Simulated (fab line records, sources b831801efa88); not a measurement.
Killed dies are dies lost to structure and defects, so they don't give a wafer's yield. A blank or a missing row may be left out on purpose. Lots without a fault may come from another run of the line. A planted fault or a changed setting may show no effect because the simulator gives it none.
Problem report in the 8D (eight disciplines) form, filled by code | flow sky130 | the parts of the form that need people (team, actions taken, sign-off) are left out

1. THE PROBLEM
FIELD_ISO_CVD_24_THK at SKY_FIELD_ISO_THK_MEAS_25 reads a mean of 1066 nm on 4 wafers of 3 lots; wafers without a fault read 599 nm with a standard deviation of 7.1. That is +66 standard deviations from the usual mean.
First seen on wafer L997.6, day 4 01:06, on film_metro-03. The record holds 36 wafers of 12 lots with a number at this step. Rule for "out", or "out of limits": more than 4 standard deviations from the usual mean. The other wafers with a number count as sound.

2. WHAT IT IS AND WHAT IT IS NOT
question                    | is                             | is not
which readings at this step | FIELD_ISO_CVD_24_THK           | -
which lots                  | L100, L997, L998               | L106, L108, L109, L111, L989, L990, L991, L992, L993
which wafers of those lots  | L100.1, L100.6, L997.6, L998.2 | L100.4, L997.4, L997.5, L998.3, L998.5
read on which gauges        | film_metro-01, film_metro-03   | film_metro-02
when                        | from day 4 01:06               | up to then (17 sound wafers); but 15 sound wafers of L100, L106, L108, L109, L111, L998 came after

3. SUSPECTS, AND WHAT RULES EACH OUT
Counting: a tool at a process step up to the reading stays a suspect if it ran every lot that is out. Sound lots after the first of them don't rule it out here, since some wafers of a struck lot are sound.
- the gauge at SKY_FIELD_ISO_THK_MEAS_25: ruled out. The wafers that are out were read on 2 gauges (film_metro-01, film_metro-03).
- hdpcvd-02 at SKY_FIELD_ISO_CVD_24 (deposits SiO2, target thk 595 nm, time 99.2 s): kept. It ran every lot that is out, first L997 (day 4 01:02); its last sound lot up to then is L993 (day 3 04:52).
Left after counting: hdpcvd-02 at SKY_FIELD_ISO_CVD_24.

4. THE CAUSE (what the simulator had put in)
Process parameter drift: hdpcvd-02, from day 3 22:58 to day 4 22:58, at SKY_FIELD_ISO_CVD_24. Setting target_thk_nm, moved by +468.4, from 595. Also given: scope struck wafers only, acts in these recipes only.
Counting left only this tool.

5. THE CHAIN OF EFFECTS, in route order
Each row: a reading whose mean over the struck wafers that have a number lies more than 3 standard deviations from the usual. Only readings for which the record gives a usual standard deviation are gone through. hours: the time from each lot's start at the first step in this table that gives one to its start at this step, as a median over the lots. sigmas: the change in usual standard deviations.
hours | step                      | reading              | usual  | on struck wafers | change | sigmas
0     | SKY_FIELD_ISO_THK_MEAS_25 | FIELD_ISO_CVD_24_THK | 599 nm | 1066             | +467   | +66
3     | SKY_FIELD_ISO_CMP_27      | time_to_endpoint_s   | 111 s  | 193              | +82    | +18
The process steps in it:
- SKY_FIELD_ISO_CMP_27: polishes, stops on Si3N4, t overpolish 16 s, target thk 457.8 nm.
Later measuring or inspecting steps at which every struck wafer that the step has a row for has a number for every such reading, and none has moved that far: SKY_NWELL_OVL_MEAS_10.

6. WHAT WOULD HAVE CAUGHT IT SOONER
In this record the first reading out of limits at a measuring or inspecting step was taken at day 4 01:06, 2 hours after the fault began at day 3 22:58.
Of the lots that are out (3), L998, L100 began SKY_FIELD_ISO_CVD_24 on hdpcvd-02 after day 4 01:06. A hold on the tool at that time would have spared those 2.
